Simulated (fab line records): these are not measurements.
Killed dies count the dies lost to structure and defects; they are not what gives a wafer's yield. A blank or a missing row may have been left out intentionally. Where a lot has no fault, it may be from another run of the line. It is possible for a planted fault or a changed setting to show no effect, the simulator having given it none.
Which tool was responsible?    flow gf180mcu    14 lots, 42 wafers sampled, at 2 steps of a route of 602

== WHAT THE GAUGES SHOWED, per wafer ==
GF_V1_THK_MEAS_25: measures by xrf. Usual: V1_W_THK typically reads 354 nm, with standard deviation 5.4.
lot   measured      on             V1_W_THK (nm)  flag
L899  day 18 04:14  film_metro-01  366 361 352    
L901  day 19 03:20  film_metro-01  357 364 354    
L902  day 19 08:01  film_metro-03  352 353 351    
L904  day 20 00:58  film_metro-04  347 349 350    
L905  day 20 12:02  film_metro-03  357 350 357    
L907  day 21 06:28  film_metro-01  351 355 351    
L909  day 22 01:02  film_metro-03  354 346 342    
L911  day 22 22:41  film_metro-04  350 355 351    
L915  day 24 00:57  film_metro-01  366 359 362    
L916  day 24 09:46  film_metro-03  358 354 359    
L918  day 25 02:42  film_metro-03  361 347 348    
L920  day 25 17:52  film_metro-03  353 344 352    

== WHICH TOOL RAN EACH LOT (tool, then ch and the chambers of the sampled wafers, then the start) ==
lot   GF_STI_CVD_23
L899  hdpcvd-02 ch 0,1,2, day 2 05:16
L901  hdpcvd-02 ch 0,1, day 2 18:28
L902  hdpcvd-01 ch 0,2, day 2 20:40
L904  hdpcvd-02 ch 0,1,2, day 3 04:35
L905  hdpcvd-02 ch 0,1, day 3 10:11
L907  hdpcvd-02 ch 0,1,2, day 3 20:58
L909  hdpcvd-02 ch 0,1, day 4 06:50
L911  hdpcvd-01 ch 1,2, day 4 18:17
L913  hdpcvd-02 ch 0,1,2, day 5 04:25
L914  hdpcvd-01 ch 0,2, day 5 10:01
L915  hdpcvd-01 ch 0,1,2, day 5 14:37
L916  hdpcvd-01 ch 0,1,2, day 5 20:12
L918  hdpcvd-02 ch 0,1, day 6 06:10
L920  hdpcvd-01 ch 1,2, day 6 16:04
- GF_STI_CVD_23: deposits SiO2, target thk 650 nm, time 108.3 s.

== WHAT THE TOOLS THEMSELVES READ (means of the sampled wafers that have a number; where no wafer has one, the mark that the record gives instead) ==
GF_STI_CVD_23. Usual: pressure_mtorr 5.999 mTorr, standard deviation 0.0096; run_length_s 136.6 s, standard deviation 0.42; sih4_flow_sccm 60.01 sccm, standard deviation 0.17.
lot   tool       pressure_mtorr (mTorr)  run_length_s (s)  sih4_flow_sccm (sccm)  flag
L899  hdpcvd-02  5.985                   136.6             60.22                  
L901  hdpcvd-02  6.006                   136.4             60.01                  
L902  hdpcvd-01  6.006                   136.4             59.89                  
L904  hdpcvd-02  5.997                   136.6             59.98                  
L905  hdpcvd-02  5.998                   136.6             60.02                  
L907  hdpcvd-02  5.997                   136.9             59.94                  
L909  hdpcvd-02  6.001                   136.7             59.87                  
L911  hdpcvd-01  5.993                   136.3             59.89                  
L913  hdpcvd-02  -                       -                 -                      OFF
L914  hdpcvd-01  -                       -                 -                      OFF
L915  hdpcvd-01  6.001                   136.4             60.19                  
L916  hdpcvd-01  5.993                   136.6             60.15                  
L918  hdpcvd-02  5.996                   136.5             59.97                  
L920  hdpcvd-01  5.995                   136.5             59.94                  

== THE ANSWER, worked out from the rows above alone ==
Rule: a lot counts as off when the mean over its wafers that have a number is more than 3 standard deviations away from the usual mean. Also off: a lot with no number at a reading for which 4 or more lots have one. Any other lot the step has rows for is counted as sound. Order of review: gauges by route order, followed by the tools' own readings, for which a lot's mean as printed above is used. The first step at which some lot is off is used, and at that step the reading that is off furthest; a lot without a number counts as furthest.
Off, at GF_STI_CVD_23 on pressure_mtorr: L913, L914. Without a number there: L913, L914.
A tool fits if, at that step or a process step before it, it ran every lot that is off, and no sound lot after the first of them. No candidate that was tried fits.

== WHAT THE SIMULATOR PUT IN ==
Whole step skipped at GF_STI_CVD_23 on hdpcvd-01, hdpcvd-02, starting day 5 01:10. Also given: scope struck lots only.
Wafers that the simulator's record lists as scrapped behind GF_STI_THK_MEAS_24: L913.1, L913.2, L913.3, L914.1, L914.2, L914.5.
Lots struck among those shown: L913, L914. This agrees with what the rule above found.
